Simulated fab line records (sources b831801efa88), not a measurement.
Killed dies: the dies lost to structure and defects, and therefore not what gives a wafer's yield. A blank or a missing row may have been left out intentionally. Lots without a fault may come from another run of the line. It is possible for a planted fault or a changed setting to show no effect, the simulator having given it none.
Chamber matching | flow gf180mcu | rie si-01 running GF_STI_ETCH_14: 4 sister chambers
The step etches Si in HBr/Cl2/O2, target depth 360 nm, time 102.9 s. 8 wafers are shown with their chamber, then 8 later ones without.

## EACH WAFER AND ITS CHAMBER
wafer  | chamber | drypump motor current A (A) | oes product au (a.u.)
L992.1 | 3       | 5.5                         | 0.998
L992.5 | 3       | 5.5                         | 1.002
L993.3 | 0       | 6.4                         | 0.999
L993.5 | 2       | 5.1                         | 1.004
L995.1 | 1       | 6.7                         | 0.981
L995.4 | 0       | 6.4                         | 0.993
L995.6 | 1       | 6.6                         | 1.000
L100.2 | 2       | 5.1                         | 1.003

## WAFERS WITHOUT THEIR CHAMBER
wafer  | drypump motor current A (A) | oes product au (a.u.)
L100.5 | 5.1                         | 1.011
L100.6 | 5.5                         | 1.005
L102.2 | 5.5                         | 1.004
L102.3 | 6.6                         | 1.007
L102.6 | 5.1                         | 1.016
L109.1 | 6.4                         | 1.008
L109.3 | 5.5                         | 1.011
L109.4 | 6.4                         | 1.009

## WHICH CHAMBER EACH ONE RAN IN
wafer  | from the rows above | in truth
L100.5 | 2                   | 2
L100.6 | 3                   | 3
L102.2 | 3                   | 3
L102.3 | 1                   | 1
L102.6 | 2                   | 2
L109.1 | 0                   | 0
L109.3 | 3                   | 3
L109.4 | 0                   | 0
Correct placement for 8 of the 8. Number that these rows cannot place: 0. Wrongly placed: 0.
How it was worked out, from the rows above alone: a wafer's distance from a chamber is the root of the sum, over the readings, of the square of ((its reading less the chamber's mean) divided by the reading's scatter). The wafer belongs to the nearest chamber; if the next one is less than 2 further off, it can't be placed. A chamber's mean is the mean of its shown wafers. The scatter: take each reading less its chamber's mean, square it, sum over the shown wafers, divide by the number of wafers less the number of chambers, and take the root.
